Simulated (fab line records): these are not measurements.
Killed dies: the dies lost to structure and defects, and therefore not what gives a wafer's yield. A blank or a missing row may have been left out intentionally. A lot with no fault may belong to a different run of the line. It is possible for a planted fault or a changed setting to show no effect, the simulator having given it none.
What tool caused it?	flow sfq line	7 lots, 20 wafers sampled, at 1 step of a route of 325

== WHAT THE GAUGES SHOWED, per wafer ==
SFQ_M4_OVL_MEAS_926.
lot	measured	on	M4_OVL (nm)
L124	day 34 08:55	overlay-02	4 -3 0
L126	day 34 17:06	overlay-02	2 6 1
L131	day 35 16:55	overlay-01	-10 -9
L136	day 37 03:25	overlay-02	5 4 6
L140	day 38 01:02	overlay-01	16 14 5
L142	day 38 19:01	overlay-01	4 -6 5
L145	day 39 08:14	overlay-02	3 -1 4

== TOOL THAT RAN EACH LOT (tool first, then ch and the chambers of the sampled wafers, then the start) ==
No process step before these readings appears in the record.

== THE ANSWER, worked out from the rows above alone ==
Rule: usual is defined by the lots themselves. The widest of any qualifying gaps counts: lots, ordered by their means at a reading, are off when they make up no more than a third of the lots, leave a main group of 4 or more, and stand apart from it by 3 or more times the standard deviation of that group's means. A main group whose means are all the same, to the digits that the tables above print for the reading, isn't used. Also off: a lot with no number at a reading for which 4 or more lots have one. The other lots that the step has rows for count as sound.
Nothing can be told from this: no lot is off at any reading shown.

== WHAT HAD BEEN PUT IN BY THE SIMULATOR ==
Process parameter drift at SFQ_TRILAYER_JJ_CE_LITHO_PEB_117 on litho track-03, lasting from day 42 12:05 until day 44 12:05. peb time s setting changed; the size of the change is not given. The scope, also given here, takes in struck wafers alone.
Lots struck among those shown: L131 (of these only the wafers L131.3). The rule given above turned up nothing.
